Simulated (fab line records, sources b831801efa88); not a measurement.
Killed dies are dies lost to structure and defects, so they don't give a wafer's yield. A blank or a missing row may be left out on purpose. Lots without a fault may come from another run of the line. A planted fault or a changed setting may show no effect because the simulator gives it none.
One fault seen from 2 desks | flow sky130 | each desk has only its own numbers; what lay behind them comes last

THE METROLOGY DESK
What the gauges read, lot by lot, whatever tool the lot ran on: means of the sampled wafers that have a number. A lot is out of limits, marked OUT, if its mean lies more than 4 standard deviations from the usual mean; the brackets give that distance.
Columns: A = LDD_P_TW at SKY_LDD_P_TW_MEAS_11, usual 629
lot  | first seen here | A
L931 | day 18 09:59    | 638
L933 | day 19 08:17    | 629
L934 | day 19 13:41    | 622
L935 | day 19 22:13    | 628
L937 | day 21 04:49    | 640
L938 | day 21 06:41    | 634
L940 | day 21 23:29    | 631
L947 | day 24 13:32    | 643
L950 | day 27 12:56    | 616
L954 | day 27 15:33    | 626
L953 | day 27 19:59    | 616
L952 | day 27 21:53    | 624
This desk's finding: nothing out of limits on any of the 12 lots.

THE TOOL OWNER'S DESK: rie_si-02
The tool's own readings at SKY_FIELD_ISO_ETCH_17 (etches Si in HBr/Cl2/O2, target depth 342 nm, time 97.7 s): means of the sampled wafers that have a number, for each lot that ran on this tool. A lot is out of limits, marked OUT, if its mean lies more than 4 standard deviations from the usual mean; the brackets give that distance.
Columns: A = O2_flow_sccm at SKY_FIELD_ISO_ETCH_17, usual 6.003 sccm; B = drypump_motor_current_A at SKY_FIELD_ISO_ETCH_17, usual 5.6 A; C = oes_product_au at SKY_FIELD_ISO_ETCH_17, usual 1.005 a.u.; D = throttle_valve_pct at SKY_FIELD_ISO_ETCH_17, usual 25.652 %
lot  | first seen here | A     | B   | C                | D
L931 | day 2 05:11     | 6.000 | 5.8 | 1.014            | 25.653
L934 | day 2 20:14     | 5.992 | 5.4 | 1.004            | 25.645
L937 | day 3 15:07     | 6.001 | 5.5 | 0.929 (-8.3) OUT | 25.705 (+4.4) OUT
L938 | day 3 18:14     | 6.001 | 5.4 | 0.930 (-8.1) OUT | 25.706 (+4.5) OUT
L940 | day 4 04:56     | 6.012 | 5.8 | 0.925 (-8.7) OUT | 25.707 (+4.6) OUT
L950 | day 7 12:19     | 6.008 | 5.8 | 1.013            | 25.641
L954 | day 7 13:28     | 5.994 | 6.2 | 1.002            | 25.647
L952 | day 7 13:38     | 5.995 | 5.6 | 0.993            | 25.658
This desk's finding: out of limits on L937, L938, L940; first on L937, day 3 15:07 (oes_product_au at SKY_FIELD_ISO_ETCH_17). In limits: L931, L934, L950, L954, L952.

PUT TOGETHER
The tool owner's desk could have raised an alarm at day 3 15:07, on L937, L938, L940.
The metrology desk saw nothing out of limits.
The metrology desk has L937, L938, L940 on record, within its limits.
Of the lots named, all ran SKY_FIELD_ISO_ETCH_17 on rie_si-02.

WHAT THE SIMULATOR HAD PUT IN
Process parameter drift: rie_si-02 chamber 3, from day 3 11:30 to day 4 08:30, at SKY_FIELD_ISO_ETCH_17. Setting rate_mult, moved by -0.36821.
Lots struck among those shown: L937, L938, L940.
Hours from the fault's start to each desk's first reading out of limits: the tool owner's desk, 4.
